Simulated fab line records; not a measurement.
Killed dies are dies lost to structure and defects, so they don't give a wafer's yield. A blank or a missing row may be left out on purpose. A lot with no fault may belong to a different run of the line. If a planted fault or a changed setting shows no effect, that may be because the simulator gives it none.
fab line records	flow sky130
record lots=6	wafers=18	lastDay=49
route steps=708 shown LOCAL_INTERCONNECT@398 CONTACT@406 PAD_OPEN@708
lots untouched by any fault: they come from a run of this same line in which no faults occurred
startH: the number of hours between the record's first day and the start of the first shown wafer of the lot	waitH: how many hours have passed since the lot's step before this one	" repeats the value in the row above	L1.1+2: one row covering several wafers at once	- no value present, or no start provided	* or withheld: withheld	< > ~ a bound
route shown NAME@n: a module of which the file shows steps, and the number in the route of the first	usual: average and standard deviation across the fault-free wafers	same: alike in all rows	chamber/n: place in a boat	sites: readings site by site	_std_site: the values' standard deviation	_edge_site: outer sites' mean less inner sites'	radiusMm: how far each site lies from the wafer's centre	mask NAME#n: copy n	behind: the most recent tool/chamber to have shaped the wafer	hold: what put the lot on hold/how long, in hours/how the hold closed	device: the n, p or np transistor that did not switch	end of line: tests of these same wafers at the route's end	a step with no rows: only its recipe	killed: at the first sort, the dies lost to defects and structure; wafer yield is something else	map: the dies of a wafer, with x for killed, . for not killed, _ for no die there
set.NAME: the setting that was run; set.NAME@STEP: the one run at that earlier step	model.NAME: the simulator's own value behind a step, which no gauge read
lots seen at some steps along the route; tables by step, rows by wafer
services: the hour from which a tool's chamber was out of use, counted from the record's first day as startH (under 0 if before that day), plus the number of hours and why
## steps
# step SKY_LOCAL_INTERCONNECT_CD_MEAS_11
# recipe targetCdNm=170
# usual cdNm=170.4/1.2
lot.wafer	tool	chamber	startH	waitH	cdNm
L186.1	cdSem-02	-	740.83	-	169.7
L186.2	"	-	"	"	169.1
L186.6	"	-	"	"	169.1
L189.1	cdSem-02	-	755.93	-	171.6
L189.4	"	-	"	"	168.6
L189.5	"	-	"	"	171.6
L188.1	cdSem-02	-	758.75	-	171.4
L188.5	"	-	"	"	172.4
L188.6	"	-	"	"	171.7
L199.1	cdSem-02	-	840.08	-	169.6
L199.3	"	-	"	"	168.0
L199.5	"	-	"	"	170.6
L200.1	cdSem-02	-	845.19	-	169.7
L200.3	"	-	"	"	168.3
L200.5	"	-	"	"	169.5
L202.2	cdSem-02	-	859.76	-	170.9
L202.5	"	-	"	"	171.3
L202.6	"	-	"	"	171.0
# step SKY_LOCAL_INTERCONNECT_OVL_MEAS_12
# usual LOCAL_INTERCONNECT_OVL=-4/5.1
lot.wafer	tool	chamber	startH	waitH	LOCAL_INTERCONNECT_OVL[nm]
L186.1	overlay-01	-	740.95	0.1	-6
L186.2	"	-	"	"	-1
L186.6	"	-	"	"	-2
L189.1	overlay-01	-	756.05	0.1	-5
L189.4	"	-	"	"	0
L189.5	"	-	"	"	-7
L188.1	overlay-01	-	758.87	0.1	-17
L188.5	"	-	"	"	-21
L188.6	"	-	"	"	-10
L199.1	overlay-01	-	840.20	0.1	-4
L199.3	"	-	"	"	1
L199.5	"	-	"	"	-5
L200.1	overlay-02	-	845.31	0.1	-11
L200.3	"	-	"	"	-6
L200.5	"	-	"	"	-4
L202.2	overlay-02	-	859.86	0.1	4
L202.5	"	-	"	"	-4
L202.6	"	-	"	"	6
# step SKY_LOCAL_INTERCONNECT_ETCH_13
# recipe chemistry=N2/H2	target=BARC	ionEnergyEv=200	biasW=100	pressureMtorr=30	n2FlowSccm=100	h2FlowSccm=200	icpW=500	stopOn=SiO2	timeS=45.9	targetDepthA=600
# usual drypumpMotorCurrentA=5.4/0.4	oesProductAu=0.855/0.0048	rfFwdPowerW=495.7/1.5	throttleValvePct=13.225/0.0085
lot.wafer	tool	chamber	startH	waitH	drypumpMotorCurrentA	oesProductAu	rfFwdPowerW	rfHoursCounterH	throttleValvePct
L186.1	rieMetal-01	1	740.98	0.0	5.4	0.858	495.6	1	13.207
L186.2	"	0	"	"	5.6	0.851	494.5	3	13.237
L186.6	"	1	"	"	5.4	0.858	494.4	-	13.215
L189.1	rieMetal-01	0	756.08	0.0	5.5	0.857	498.6	3	13.236
L189.4	"	1	"	"	5.4	0.853	498.2	-	13.226
L189.5	"	0	"	"	5.5	0.852	495.7	-	13.232
L188.1	rieMetal-01	1	758.90	0.0	5.4	0.854	495.2	2	13.224
L188.5	"	0	"	"	5.6	0.857	499.5	-	13.222
L188.6	"	1	"	"	5.4	0.861	494.5	-	13.235
L199.1	rieMetal-02	1	840.23	0.0	4.8	0.860	494.4	12	13.217
L199.3	"	0	"	"	5.4	0.862	495.6	-	13.214
L199.5	"	1	"	"	4.8	0.857	495.3	-	13.217
L200.1	rieMetal-03	1	845.34	0.0	6.3	0.850	494.2	11	13.213
L200.3	"	1	"	"	6.3	0.854	494.8	-	13.234
L200.5	"	1	"	"	6.2	0.847	496.7	-	13.231
L202.2	rieMetal-01	1	859.89	0.0	5.4	0.860	496.3	4	13.231
L202.5	"	1	"	"	5.4	0.855	496.9	-	13.212
L202.6	"	0	"	"	5.5	0.859	498.3	-	13.222
# step SKY_LOCAL_INTERCONNECT_METAL_ETCH_14
# recipe targetDepthNm=110	stopOn=PSG	chemistry=Cl2/BCl3	target=TiN	resistSidewallDeg=88	pressureMtorr=10	icpW=900	biasW=48.5	Cl2_flow_sccm=60	bcl3FlowSccm=30	timeS=31.4
# usual drypumpMotorCurrentA=5.4/0.4	oesProductAu=0.939/0.0068	rfFwdPowerW=890/3.1	throttleValvePct=21.902/0.0092
lot.wafer	tool	chamber	startH	waitH	drypumpMotorCurrentA	oesProductAu	rfFwdPowerW	rfHoursCounterH	throttleValvePct
L186.1	rieMetal-01	1	741.05	0.0	5.4	0.938	890	1	21.892
L186.2	"	0	"	"	5.5	0.939	888	3	21.923
L186.6	"	1	"	"	5.4	0.943	890	-	21.892
L189.1	rieMetal-01	0	756.15	0.0	5.5	0.961	890	3	21.881
L189.4	"	1	"	"	5.4	0.955	891	-	21.883
L189.5	"	0	"	"	5.5	0.952	891	-	21.898
L188.1	rieMetal-01	1	758.97	0.0	5.4	0.931	892	2	21.894
L188.5	"	0	"	"	5.6	0.930	896	-	21.917
L188.6	"	1	"	"	5.4	0.939	888	-	21.916
L199.1	rieMetal-02	1	840.30	0.0	4.8	0.941	889	13	21.896
L199.3	"	0	"	"	5.4	0.941	888	-	21.901
L199.5	"	1	"	"	4.9	0.940	895	-	21.910
L200.1	rieMetal-03	1	845.43	0.1	6.2	0.944	890	11	21.897
L200.3	"	1	"	"	6.3	0.947	888	-	21.894
L200.5	"	1	"	"	6.3	0.943	890	-	21.900
L202.2	rieMetal-01	1	859.96	0.0	5.4	0.941	895	4	21.892
L202.5	"	1	"	"	5.4	0.947	891	-	21.903
L202.6	"	0	"	"	5.5	0.938	896	-	21.908
# step SKY_LOCAL_INTERCONNECT_STRIP_15
# recipe chemistry=O2/N2	powerW=1400	pressureMtorr=1500	platenTempC=withheld	o2FlowSccm=3000	n2FlowSccm=300	overashFraction=0.5
# usual drypumpMotorCurrentA=5.9/0.47	oesProductAu=0.427/0.0045	stripTimeToEndpointS=4.729/0.017
lot.wafer	tool	chamber	startH	waitH	drypumpMotorCurrentA	oesProductAu	rfHoursCounterH	stripTimeToEndpointS
L186.1	plasmaAsher-03	1	741.10	0.0	5.5	0.427	90	4.689
L186.2	"	0	"	"	6.6	0.431	90	4.721
L186.6	"	0	"	"	6.7	0.423	-	4.734
L189.1	plasmaAsher-02	1	756.20	0.0	5.7	0.426	59	4.715
L189.4	"	1	"	"	5.7	0.430	-	4.696
L189.5	"	0	"	"	5.3	0.428	-	4.727
L188.1	plasmaAsher-02	0	759.02	0.0	5.3	0.426	60	4.737
L188.5	"	1	"	"	5.8	0.428	-	4.737
L188.6	"	0	"	"	5.3	0.418	-	4.738
L199.1	plasmaAsher-04	1	840.35	0.0	6.2	0.427	9	4.726
L199.3	"	0	"	"	5.9	0.432	-	4.726
L199.5	"	0	"	"	5.9	0.425	-	4.734
L200.1	plasmaAsher-04	0	845.50	0.0	5.9	0.420	9	4.767
L200.3	"	0	"	"	5.9	0.420	-	4.731
L200.5	"	0	"	"	5.9	0.422	-	4.741
L202.2	plasmaAsher-02	0	860.01	0.0	5.3	0.433	68	4.744
L202.5	"	1	"	"	5.7	0.428	-	4.713
L202.6	"	0	"	"	5.3	0.437	-	4.719
# step SKY_LOCAL_INTERCONNECT_STRIP_16
# recipe chemistry=postEtchResidueRemover	timeS=1200	tempC=72.5
# step SKY_LOCAL_INTERCONNECT_CLEAN_17
# recipe chemistry=IPA	timeS=180	tempC=25
# step SKY_LOCAL_INTERCONNECT_CLEAN_18
# recipe chemistry=O3/DIW	dry=n2Spin
# step SKY_CONTACT_CVD_00
# recipe material=Si3N4	targetThkNm=75	tempC=400	timeS=withheld	rfW=450
# usual heaterPowerW=790/88	rfFwdPowerW=442.6/1.7
lot.wafer	tool	chamber	startH	waitH	heaterPowerW	rfFwdPowerW
L186.1	pecvd-01	1	741.69	0.0	865	445.8
L186.2	"	0	"	"	774	443.3
L186.6	"	2	"	"	746	443.2
L189.1	pecvd-01	1	756.80	0.0	825	443.7
L189.4	"	2	"	"	685	440.1
L189.5	"	2	"	"	721	441.4
L188.1	pecvd-02	0	759.65	0.0	579	442.4
L188.5	"	2	"	"	801	442.0
L188.6	"	1	"	"	850	440.6
L199.1	pecvd-04	0	840.94	0.0	783	441.6
L199.3	"	2	"	"	673	442.0
L199.5	"	0	"	"	768	442.7
L200.1	pecvd-01	0	846.10	0.0	757	442.8
L200.3	"	2	"	"	699	440.5
L200.5	"	2	"	"	717	441.1
L202.2	pecvd-01	1	860.60	0.0	905	443.7
L202.5	"	2	"	"	667	440.9
L202.6	"	1	"	"	893	442.9
# step SKY_CONTACT_THK_MEAS_01
# recipe reads=Si3N4_of_CONTACT_CVD_00
# usual CONTACT_CVD_00_THK=75.0/0.86
lot.wafer	tool	chamber	startH	waitH	CONTACT_CVD_00_THK[nm]
L186.1	filmMetro-02	-	741.72	-	74.4
L186.2	"	-	"	"	72.8
L186.6	"	-	"	"	75.3
L189.1	filmMetro-03	-	756.85	-	74.7
L189.4	"	-	"	"	76.0
L189.5	"	-	"	"	75.8
L188.1	filmMetro-03	-	759.68	-	73.6
L188.5	"	-	"	"	74.6
L188.6	"	-	"	"	75.5
L199.1	filmMetro-04	-	840.97	-	74.2
L199.3	"	-	"	"	74.7
L199.5	"	-	"	"	75.9
L200.1	filmMetro-04	-	846.15	-	74.7
L200.3	"	-	"	"	75.6
L200.5	"	-	"	"	75.0
L202.2	filmMetro-03	-	860.64	-	75.1
L202.5	"	-	"	"	74.7
L202.6	"	-	"	"	75.4
# step SKY_CONTACT_HDPCVD_02
# recipe material=SiO2	targetThkNm=565	sigmaOpenFrac=0.3	timeS=94.2	tempC=600	sih4FlowSccm=60	pressureMtorr=6
# step SKY_CONTACT_THK_MEAS_03
# recipe reads=SiO2_of_CONTACT_HDPCVD_02
# usual CONTACT_HDPCVD_THK=567/6.2
lot.wafer	tool	chamber	startH	waitH	CONTACT_HDPCVD_THK[nm]
L186.1	filmMetro-04	-	741.85	0.0	557
L186.2	"	-	"	"	560
L186.6	"	-	"	"	565
L189.1	filmMetro-04	-	756.98	0.0	573
L189.4	"	-	"	"	569
L189.5	"	-	"	"	562
L188.1	filmMetro-04	-	759.81	0.0	575
L188.5	"	-	"	"	570
L188.6	"	-	"	"	574
L199.1	filmMetro-03	-	841.10	0.0	568
L199.3	"	-	"	"	562
L199.5	"	-	"	"	558
L200.1	filmMetro-02	-	846.28	0.0	565
L200.3	"	-	"	"	558
L200.5	"	-	"	"	566
L202.2	filmMetro-02	-	860.77	0.0	574
L202.5	"	-	"	"	573
L202.6	"	-	"	"	577
# step SKY_CONTACT_CMP_04
# recipe material=SiO2	downForcePsi=4	platenRpm=60	padVelocityMS=0.94248
# usual headPressurePsi=4.001/0.01	motorCurrentA=11.6/0.83	timeToEndpointS=85/3.7
lot.wafer	tool	chamber	startH	waitH	headPressurePsi	motorCurrentA	timeToEndpointS
L186.1	cmp-02	2	741.96	0.1	4.015	11.6	81
L186.2	"	0	"	"	4.001	10.9	81
L186.6	"	2	"	"	4.002	11.7	81
L189.1	cmp-01	0	757.09	0.1	3.329	9.7	104
L189.4	"	1	"	"	3.338	10.1	101
L189.5	"	0	"	"	3.317	9.2	99
L188.1	cmp-01	2	759.87	0.1	3.314	11.6	104
L188.6	"	2	"	"	3.319	11.7	103
L188.5	"	3	"	"	3.328	10.9	104
L199.3	cmp-02	0	841.32	0.2	4.014	10.7	84
L199.1	"	3	"	"	4.006	11.0	85
L199.5	"	1	"	"	4.003	12.3	84
L200.1	cmp-01	3	846.34	0.1	3.998	11.5	81
L200.3	"	2	"	"	3.990	13.1	78
L200.5	"	3	"	"	3.995	12.7	83
L202.2	cmp-01	2	861.26	0.5	3.987	13.4	89
L202.6	"	3	"	"	4.011	11.1	93
L202.5	"	0	"	"	4.012	10.8	89
# step SKY_CONTACT_BOW_MEAS_05
# recipe mode=bow
# usual CONTACT_BOW=80/6.8
lot.wafer	tool	chamber	startH	waitH	CONTACT_BOW[um]
L186.1	filmMetro-02	-	742.21	0.2	81
L186.2	"	-	"	"	82
L186.6	"	-	"	"	83
L189.1	filmMetro-04	-	757.34	0.2	76
L189.4	"	-	"	"	84
L189.5	"	-	"	"	88
L188.1	filmMetro-03	-	760.17	0.2	88
L188.5	"	-	"	"	73
L188.6	"	-	"	"	67
L199.1	filmMetro-04	-	841.62	0.1	81
L199.3	"	-	"	"	77
L199.5	"	-	"	"	78
L200.1	filmMetro-04	-	846.64	0.2	74
L200.3	"	-	"	"	86
L200.5	"	-	"	"	78
L202.2	filmMetro-03	-	861.43	0.1	72
L202.5	"	-	"	"	84
L202.6	"	-	"	"	75
# step SKY_PAD_OPEN_PROBE_99
# usual killed_at_M0_to_M3=43/7	killed_at_M4_up=3.1/2	killedAtContacts=24/5.3	killedAtFrontEnd=15/4.2	killedAtOther=0.4/0.66	killedDies=86/9.5	killedOpen=47/7.4	killedShort=38/6.2
# same grossDies=492	killedAtBackSide=0
lot.wafer	tool	chamber	startH	waitH	killed_at_M0_to_M3	killed_at_M4_up	killedAtContacts	killedAtFrontEnd	killedAtOther	killedDies	killedOpen	killedShort
L189.1	prober-01	-	1113.94	0.1	32	2	19	10	0	63	30	33
L189.4	prober-01	-	1114.09	0.2	41	1	33	7	0	82	51	31
L189.5	prober-01	-	1114.14	0.2	48	3	22	12	0	85	41	42
L188.1	prober-02	-	1115.89	0.1	58	4	28	17	0	107	53	54
L188.5	prober-02	-	1116.09	0.2	42	9	19	7	1	78	38	40
L188.6	prober-02	-	1116.14	0.2	62	5	20	13	0	100	57	43
L199.1	prober-01	-	1172.35	0.1	36	3	26	20	0	85	53	32
L199.3	prober-01	-	1172.45	0.2	53	1	22	15	0	91	45	46
L199.5	prober-01	-	1172.55	0.2	49	2	21	16	0	88	49	39
L200.1	prober-02	-	1177.35	0.1	44	2	21	17	1	85	53	31
L200.3	prober-02	-	1177.45	0.2	42	1	15	13	2	73	35	38
L200.5	prober-02	-	1177.55	0.2	35	5	18	22	0	80	43	36
L202.2	prober-02	-	1185.07	0.1	41	2	23	28	0	94	53	41
L202.5	prober-02	-	1185.22	0.2	36	1	25	18	2	82	48	32
L202.6	prober-02	-	1185.27	0.2	42	1	39	13	0	95	48	47
# killed by level:class
L189.1 METAL2:geometricParticle:short=9 CONTACT:geometricParticle:open=7 VIA1:geometricParticle:open=7 LI_CONTACT:geometricParticle:open=5 LI_CONTACT:geometricParticle:short=4 VIA2:geometricParticle:open=4 METAL3:geometricParticle:short=4 FIELD_ISO:geometricParticle:short=3
L189.4 VIA1:geometricParticle:open=12 CONTACT:geometricParticle:open=11 LI_CONTACT:geometricParticle:open=8 METAL2:geometricParticle:short=8 LI_CONTACT:geometricParticle:short=5 CONTACT:geometricParticle:short=5 METAL1:geometricParticle:short=5 VIA3:geometricParticle:open=5
L189.5 VIA1:geometricParticle:open=14 LI_CONTACT:geometricParticle:open=10 METAL1:geometricParticle:short=7 VIA1:geometricParticle:short=7 VIA2:geometricParticle:open=6 LOCAL_INTERCONNECT:geometricParticle:short=5 VIA3:geometricParticle:open=4 CONTACT:geometricParticle:short=4
L188.1 METAL1:geometricParticle:short=11 CONTACT:geometricParticle:open=9 VIA2:geometricParticle:open=9 VIA1:geometricParticle:open=8 VIA1:geometricParticle:short=7 LOCAL_INTERCONNECT:geometricParticle:short=6 LI_CONTACT:geometricParticle:open=6 FIELD_ISO:geometricParticle:open=5
L188.5 VIA2:geometricParticle:open=9 VIA1:geometricParticle:open=8 METAL4:geometricParticle:short=7 METAL2:geometricParticle:short=6 VIA3:geometricParticle:open=5 LI_CONTACT:geometricParticle:short=5 LI_CONTACT:geometricParticle:open=5 VIA1:geometricParticle:short=5
L188.6 VIA3:geometricParticle:open=13 VIA1:geometricParticle:open=10 VIA2:geometricParticle:open=9 CONTACT:geometricParticle:open=9 FIELD_ISO:geometricParticle:open=7 METAL2:geometricParticle:short=7 METAL1:geometricParticle:short=6 VIA1:geometricParticle:short=6
L199.1 VIA1:geometricParticle:open=16 LI_CONTACT:geometricParticle:open=12 FIELD_ISO:geometricParticle:open=7 CONTACT:geometricParticle:open=7 LOCAL_INTERCONNECT:geometricParticle:short=5 VIA1:geometricParticle:short=5 FIELD_ISO:geometricParticle:short=3 POLY_GATE:geometricParticle:short=3
L199.3 VIA1:geometricParticle:open=10 VIA2:geometricParticle:open=9 METAL3:geometricParticle:short=8 LI_CONTACT:geometricParticle:open=7 CONTACT:geometricParticle:short=7 METAL1:geometricParticle:short=7 VIA3:geometricParticle:short=5 VIA3:geometricParticle:open=5
L199.5 VIA1:geometricParticle:open=15 FIELD_ISO:geometricParticle:open=8 LI_CONTACT:geometricParticle:open=8 CONTACT:geometricParticle:open=8 METAL1:geometricParticle:short=7 VIA1:geometricParticle:short=6 METAL2:geometricParticle:short=6 VIA2:geometricParticle:open=6
L200.1 VIA1:geometricParticle:open=11 LI_CONTACT:geometricParticle:open=9 VIA3:geometricParticle:open=8 CONTACT:geometricParticle:open=6 VIA2:geometricParticle:open=6 POLY_GATE:geometricParticle:short=4 POLY_GATE:geometricParticle:open=4 METAL1:geometricParticle:short=4
L200.3 VIA1:geometricParticle:open=9 VIA1:geometricParticle:short=6 VIA2:geometricParticle:open=6 CONTACT:geometricParticle:open=5 METAL2:geometricParticle:short=5 VIA3:geometricParticle:open=5 FIELD_ISO:geometricParticle:open=4 POLY_GATE:geometricParticle:short=4
L200.5 LI_CONTACT:geometricParticle:open=8 POLY_GATE:geometricParticle:open=7 VIA1:geometricParticle:open=7 VIA3:geometricParticle:open=5 FIELD_ISO:geometricParticle:open=4 POLY_GATE:geometricParticle:short=4 METAL1:geometricParticle:short=4 METAL2:geometricParticle:short=4
L202.2 VIA3:geometricParticle:open=11 FIELD_ISO:geometricParticle:open=8 LI_CONTACT:geometricParticle:open=7 POLY_GATE:geometricParticle:open=7 METAL2:geometricParticle:short=7 METAL1:geometricParticle:short=7 CONTACT:geometricParticle:short=6 VIA1:geometricParticle:open=5
L202.5 CONTACT:geometricParticle:open=13 VIA1:geometricParticle:open=9 FIELD_ISO:geometricParticle:open=6 METAL1:geometricParticle:short=6 POLY_GATE:geometricParticle:short=5 LI_CONTACT:geometricParticle:open=5 VIA3:geometricParticle:open=5 CONTACT:geometricParticle:short=4
L202.6 CONTACT:geometricParticle:open=11 LOCAL_INTERCONNECT:geometricParticle:short=10 VIA3:geometricParticle:open=10 VIA1:geometricParticle:open=9 LI_CONTACT:geometricParticle:open=6 CONTACT:geometricParticle:short=6 LI_CONTACT:geometricParticle:short=5 METAL2:geometricParticle:short=5
## services
tool	chamber	startH	hours	kind
rieMetal-01	-	720.72	0.9	repair
plasmaAsher-04	-	733.75	9.0	pm
pecvd-01	2	735.18	5.5	scheduledDown
rieMetal-03	-	739.32	0.2	repair
cmp-02	-	744.23	4.0	pm
cmp-02	-	748.23	5.8	pm
pecvd-01	0	755.79	8.6	repair
rieMetal-01	1	761.54	16.6	repair
cmp-02	-	771.17	0.5	repair
pecvd-01	0	781.66	6.1	repair
cmp-02	-	782.75	1.2	repair
rieMetal-03	1	788.59	12.4	repair
plasmaAsher-02	-	791.74	2.6	repair
cmp-01	-	801.32	4.3	repair
plasmaAsher-03	-	809.57	1.3	repair
plasmaAsher-04	-	817.18	5.9	repair
pecvd-01	1	818.12	-	clean
pecvd-01	1	818.12	-	consumableReplace:showerhead
pecvd-01	1	818.12	29.0	scheduledDown
plasmaAsher-02	-	837.56	14.6	pm
cmp-01	-	838.50	3.7	repair
cmp-02	-	848.53	23.0	pm
plasmaAsher-02	-	859.10	0.8	repair
rieMetal-01	0	861.09	6.1	repair
## key
firstSign step=SKY_CONTACT_CMP_04	reading=headPressurePsi	direction=down	sigmas=68	usual=4.001	struck=3.324
effect step=SKY_CONTACT_CMP_04	reading=timeToEndpointS	direction=up	sigmas=4.8	usual=*	struck=*
metAt SKY_CONTACT_CMP_04
struckWafers L188.1,L188.5,L188.6,L189.1,L189.4,L189.5
testerLeftOut L188,L189
fault kind=processParameterDrift	tool=cmp-01	chamber=-	onsetH=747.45	steps=SKY_CONTACT_CMP_04	channel=downForcePsi	offset=-0.68027	shape=step	endH=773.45	actsIn=theseRecipesOnly	stated=4
# testerLeftOut: of these lots the tester's yield and bins aren't shown, on N5 and GAA mostly nor the transistor test; their killed dies are dies lost to structure and defects alone, not to doping, threshold or leakage, so they don't give the yield
